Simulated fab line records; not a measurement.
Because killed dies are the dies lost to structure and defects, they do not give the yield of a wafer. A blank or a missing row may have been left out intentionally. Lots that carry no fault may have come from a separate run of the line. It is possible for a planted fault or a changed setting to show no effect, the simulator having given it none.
Lot-split experiment || flow sky130 || 23 wafers read from 5 lots, route of 708 steps

ON THE SPLIT
At SKY_LDD_HVN_IMPLANT_08, the setting dose cm2 was moved away from the recipe's 3e+13 on 11 of the 23 wafers read, by -6.8% to +7.0%. The other wafers ran this setting at the recipe's value.

BETWEEN THE SPLIT AND THE READING: the file shows 1 step in between
- SKY_LDD_HVN_STRIP_09: strips in O2/N2

THE READING
LDD_HVN_TW, at SKY_LDD_HVN_TW_MEAS_10. Typical for fault-free wafers on this fab line: 1436, with standard deviation 15.

{"wafer": "L074.1", "tool, chamber at the split": "implanter-01, 0", "dose cm2 as run": 2.797e+13, "against the recipe": "-6.8%", "LDD_HVN_TW": 1420, "against lot-mates on the recipe": -30}
{"wafer": "L074.2", "tool, chamber at the split": "implanter-01, 0", "dose cm2 as run": 2.797e+13, "against the recipe": "-6.8%", "LDD_HVN_TW": 1417, "against lot-mates on the recipe": -34}
{"wafer": "L074.4", "tool, chamber at the split": "implanter-01, 0", "dose cm2 as run": 3e+13, "against the recipe": "recipe", "LDD_HVN_TW": 1446, "against lot-mates on the recipe": "-"}
{"wafer": "L074.5", "tool, chamber at the split": "implanter-01, 0", "dose cm2 as run": 2.797e+13, "against the recipe": "-6.8%", "LDD_HVN_TW": 1420, "against lot-mates on the recipe": -30}
{"wafer": "L074.6", "tool, chamber at the split": "implanter-01, 0", "dose cm2 as run": 3e+13, "against the recipe": "recipe", "LDD_HVN_TW": 1455, "against lot-mates on the recipe": "-"}
{"wafer": "L076.1", "tool, chamber at the split": "implanter-04, 0", "dose cm2 as run": 3e+13, "against the recipe": "recipe", "LDD_HVN_TW": 1420, "against lot-mates on the recipe": "-"}
{"wafer": "L076.2", "tool, chamber at the split": "implanter-04, 0", "dose cm2 as run": 3e+13, "against the recipe": "recipe", "LDD_HVN_TW": 1434, "against lot-mates on the recipe": "-"}
{"wafer": "L076.3", "tool, chamber at the split": "implanter-04, 0", "dose cm2 as run": 3.21e+13, "against the recipe": "+7.0%", "LDD_HVN_TW": 1463, "against lot-mates on the recipe": "+36"}
{"wafer": "L076.4", "tool, chamber at the split": "implanter-04, 0", "dose cm2 as run": 3.21e+13, "against the recipe": "+7.0%", "LDD_HVN_TW": 1450, "against lot-mates on the recipe": "+23"}
{"wafer": "L076.5", "tool, chamber at the split": "implanter-04, 0", "dose cm2 as run": 3.21e+13, "against the recipe": "+7.0%", "LDD_HVN_TW": 1463, "against lot-mates on the recipe": "+36"}
{"wafer": "L083.1", "tool, chamber at the split": "implanter-01, 0", "dose cm2 as run": 2.889e+13, "against the recipe": "-3.7%", "LDD_HVN_TW": 1422, "against lot-mates on the recipe": -26}
{"wafer": "L083.2", "tool, chamber at the split": "implanter-01, 0", "dose cm2 as run": 2.889e+13, "against the recipe": "-3.7%", "LDD_HVN_TW": 1437, "against lot-mates on the recipe": -12}
{"wafer": "L083.3", "tool, chamber at the split": "implanter-01, 0", "dose cm2 as run": 3e+13, "against the recipe": "recipe", "LDD_HVN_TW": 1452, "against lot-mates on the recipe": "-"}
{"wafer": "L083.4", "tool, chamber at the split": "implanter-01, 0", "dose cm2 as run": 3e+13, "against the recipe": "recipe", "LDD_HVN_TW": 1445, "against lot-mates on the recipe": "-"}
{"wafer": "L083.6", "tool, chamber at the split": "implanter-01, 0", "dose cm2 as run": 2.889e+13, "against the recipe": "-3.7%", "LDD_HVN_TW": 1433, "against lot-mates on the recipe": -16}
{"wafer": "L080.1", "tool, chamber at the split": "implanter-04, 0", "dose cm2 as run": 3e+13, "against the recipe": "recipe", "LDD_HVN_TW": 1413, "against lot-mates on the recipe": "-"}
{"wafer": "L080.2", "tool, chamber at the split": "implanter-04, 0", "dose cm2 as run": 3e+13, "against the recipe": "recipe", "LDD_HVN_TW": 1399, "against lot-mates on the recipe": "-"}
{"wafer": "L080.3", "tool, chamber at the split": "implanter-04, 0", "dose cm2 as run": 3e+13, "against the recipe": "recipe", "LDD_HVN_TW": 1411, "against lot-mates on the recipe": "-"}
{"wafer": "L085.1", "tool, chamber at the split": "implanter-03, 0", "dose cm2 as run": 3.159e+13, "against the recipe": "+5.3%", "LDD_HVN_TW": 1463, "against lot-mates on the recipe": "+32"}
{"wafer": "L085.2", "tool, chamber at the split": "implanter-03, 0", "dose cm2 as run": 3e+13, "against the recipe": "recipe", "LDD_HVN_TW": 1428, "against lot-mates on the recipe": "-"}
{"wafer": "L085.3", "tool, chamber at the split": "implanter-03, 0", "dose cm2 as run": 3e+13, "against the recipe": "recipe", "LDD_HVN_TW": 1434, "against lot-mates on the recipe": "-"}
{"wafer": "L085.4", "tool, chamber at the split": "implanter-03, 0", "dose cm2 as run": 3e+13, "against the recipe": "recipe", "LDD_HVN_TW": 1431, "against lot-mates on the recipe": "-"}
{"wafer": "L085.5", "tool, chamber at the split": "implanter-03, 0", "dose cm2 as run": 3.159e+13, "against the recipe": "+5.3%", "LDD_HVN_TW": 1446, "against lot-mates on the recipe": "+15"}

FIT RESULTS
A straight line over all 23 wafers: LDD_HVN_TW changes by +2.82 for each +1% of dose cm2; r = +0.65; the points scatter about the line by 14.
The same after taking each lot's own level away (the mean of its wafers on the recipe; 23 wafers): +4.59 for each +1%; r = +0.96; scatter 5.7.
On that fit, the largest move of dose cm2 shifts the reading by 32.
Across the lots, their own levels run from 1407.7 to 1450.5, a range of 2.9 times the standard deviation given above.
So the lot-to-lot level blurs the effect unless lot-mates are compared.
Check: +31 against its lot-mates is what the line predicts for one of the wafers moved furthest among these (+7.0%) when that wafer is left out of the fit. It came out at +36 against them.

OTHER SPLITS ON THESE WAFERS
Other splits were also applied to these wafers ahead of the reading. Each is held against what the fit with the lots' levels taken away leaves over:
{"other split on the same wafers": "SKY_LDD_HVN_COAT_02 resist thk nm", "wafers away from the commonest value": 4, "r with LDD_HVN_TW (lot level and that fit taken away)": -0.18}

THE FILE'S OWN FIT
LDD_HVN_TW changes by +4.57 for each +1% of dose cm2, r = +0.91.
